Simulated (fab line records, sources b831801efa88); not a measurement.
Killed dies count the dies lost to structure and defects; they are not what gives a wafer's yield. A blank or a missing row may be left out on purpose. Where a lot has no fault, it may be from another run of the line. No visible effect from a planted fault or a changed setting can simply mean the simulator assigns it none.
A struck lot beside a sound one + flow sky130 + 17 steps out of a route of 708
Sound: these wafers, L420.1, L420.3, L420.5. Struck: wafer L433.1. (L433.2 of the same lot was not struck and is left out.) The cause comes at the end.
Each step with rows lists, per side, the tool, then ch with its chambers, then its first start. Under that, the readings that differ: sound wafers + struck wafers + difference of the means + sigmas: that difference in standard deviations of wafers without a fault.
alike: same words and numbers on both sides, and readings whose means sit less than 2 such deviations apart. not compared: any withheld reading, any reading some wafer has no value for, any bound like >300 that may hide the same value, and any number with overlapping values for which the record gives no deviation.
The two part at a step that has a row with sigmas, a row that says differs or no value, or rows on one side only. Numbers that don't overlap but have no deviation are shown without sigmas and don't part them. A reading that every wafer of one side lacks parts them only if that side has two wafers or more.

SKY_LI_CONTACT_CMP_02: polishes PSG.
  sound on cmp-02 ch 0,2,3, day 28 04:37; struck on cmp-01 ch 2, day 32 14:11
  alike: motor-current-A, time-to-endpoint-s
SKY_LI_CONTACT_BOW_MEAS_03:
  sound on film-metro-04 at day 28 04:52; struck on film-metro-03 at day 32 14:29
  alike: LI_CONTACT_BOW
then, 8 steps without rows for these wafers: SKY_LI_CONTACT_DEHYDRATE_04 (time 60 s); SKY_LI_CONTACT_HMDS_05 (prime time 60 s); SKY_LI_CONTACT_COAT_06 (resist thk 60 nm); SKY_LI_CONTACT_COAT_07 (resist thk 450 nm); SKY_LI_CONTACT_SOFTBAKE_08 (time 90 s); SKY_LI_CONTACT_EXPOSE_09 (exposes mask LICM1, target cd 170 nm); SKY_LI_CONTACT_PEB_10; SKY_LI_CONTACT_DEVELOP_11 (develop time 60 s).
SKY_LI_CONTACT_CD_MEAS_12: the cd target is 170 nm.
  sound on cd-sem-02 at day 29 09:38; struck on cd-sem-01 at day 33 17:20
  alike: cd-nm
SKY_LI_CONTACT_OVL_MEAS_13:
  sound on overlay-02 at day 29 09:46; struck on overlay-02 at day 33 17:28
  alike: LI_CONTACT_OVL
SKY_LI_CONTACT_ETCH_14: etches BARC in N2/H2, stops on SiO2, time 45.9 s, target depth 60 nm.
  sound on rie-diel-04 ch 0,2,3, day 29 09:48; struck on rie-diel-04 ch 2, day 33 17:30
| reading                                           | sound             | struck | difference | sigmas |
|---------------------------------------------------|-------------------|--------|------------|--------|
| oes-product-au (a.u.)                             | 0.862 0.851 0.859 | 0.992  | +0.135     | +29    |
| run-length-s (s)                                  | 74.5 73.9 73.7    | 38.9   | -35.1      | -98    |
| model.etch.depth-nm (nm)                          | 60.3 60.11 60.17  | 17.57  | -42.62     |        |
| model.KrF-thick_of_LI_CONTACT_COAT_07.thk-nm (nm) | 392.7 393.9 393.5 | 426.8  | +33.4      |        |
| model.LI_CONTACT.cd-nm (nm)                       | 167.8 167.2 170.5 | 164.6  | -3.9       |        |
  alike: drypump-motor-current-A, throttle-valve-pct
  not compared: rf-hours-counter-h
SKY_LI_CONTACT_ETCH_15: etches PSG in C4F8/O2/Ar, stops on Si, target depth 600 nm.
  sound on rie-diel-04 ch 0,2,3, day 29 09:50; struck on rie-diel-04 ch 2, day 33 17:32
| reading                                           | sound             | struck | difference | sigmas |
|---------------------------------------------------|-------------------|--------|------------|--------|
| model.KrF-thick_of_LI_CONTACT_COAT_07.thk-nm (nm) | 230.5 231.1 235.4 | 269.3  | +37.0      |        |
| model.LI_CONTACT.cd-nm (nm)                       | 167.8 167.5 171.9 | 165.1  | -4.0       |        |
  alike: oes-product-au
SKY_LI_CONTACT_STRIP_16: strips in O2/N2.
  sound on plasma-asher-02 ch 0,1, day 29 09:56; struck on plasma-asher-02 ch 1, day 33 17:38
| reading                      | sound             | struck | difference | sigmas |
|------------------------------|-------------------|--------|------------|--------|
| oes-product-au (a.u.)        | 0.374 0.381 0.375 | 0.394  | +0.017     | +3     |
| strip-time-to-endpoint-s (s) | 3.49 3.49 3.55    | 3.89   | +0.38      | +7     |
  alike: drypump-motor-current-A
  not compared: rf-hours-counter-h
then, 1 step without rows for these wafers: SKY_LI_CONTACT_CLEAN_17 (cleans in NMP, time 600 s).
-- record jumps: 15 days separate the struck wafers' starts on either side; left off in module LI_CONTACT, taken up again in module PAD_OPEN, whose first shown step is the route's number 708 --
SKY_PAD_OPEN_PROBE_99:
  sound on prober-02 at day 46 04:25; struck on prober-01 at day 49 03:39
| reading                                 | sound             | struck | difference | sigmas |
|-----------------------------------------|-------------------|--------|------------|--------|
| killed-at-contacts                      | 33 29 29          | 16     | -14        | -3     |
| model.etest.licon-pdiff.rc-ohm          | 584.9 580.9 586.2 | 763.8  | +179.8     |        |
| model.etest.pfet_01v8.r-on-ohm-um       | 3071 3021 2973    | 3080   | +58        |        |
| model.etest.pfet-g5v0d10v5.r-on-ohm-um  | 4922 4887 4884    | 4858   | -40        |        |
| model.etest.nfet-g5v0d10v5.r-on-ohm-um  | 1927 1934 1918    | 1946   | +20        |        |
| model.etest.licon-high-po.rc-ohm        | 347.8 361.2 348.6 | 401.5  | +49.0      |        |
| model.etest.nfet_01v8.r-on-ohm-um       | 856.4 839.9 839.7 | 903.1  | +57.8      |        |
| model.etest.licon-ndiff.rc-ohm          | 182.3 178.6 185.3 | 251.1  | +69.0      |        |
| model.etest.sonos-uncharged.r-on-ohm-um | 836.2 824.9 810.2 | 872.2  | +48.4      |        |
  alike: killed_at_M0_to_M3, killed_at_M4_up, killed-at-front-end, killed-at-other, killed-dies, killed-open, killed-short

WHERE THEY PART
Earliest at SKY_LI_CONTACT_ETCH_14; latest, in this record, at SKY_PAD_OPEN_PROBE_99.

WHY: the cause the simulator had injected
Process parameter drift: rie-diel-04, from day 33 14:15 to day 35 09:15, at SKY_LI_CONTACT_ETCH_14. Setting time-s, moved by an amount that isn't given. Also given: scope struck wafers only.
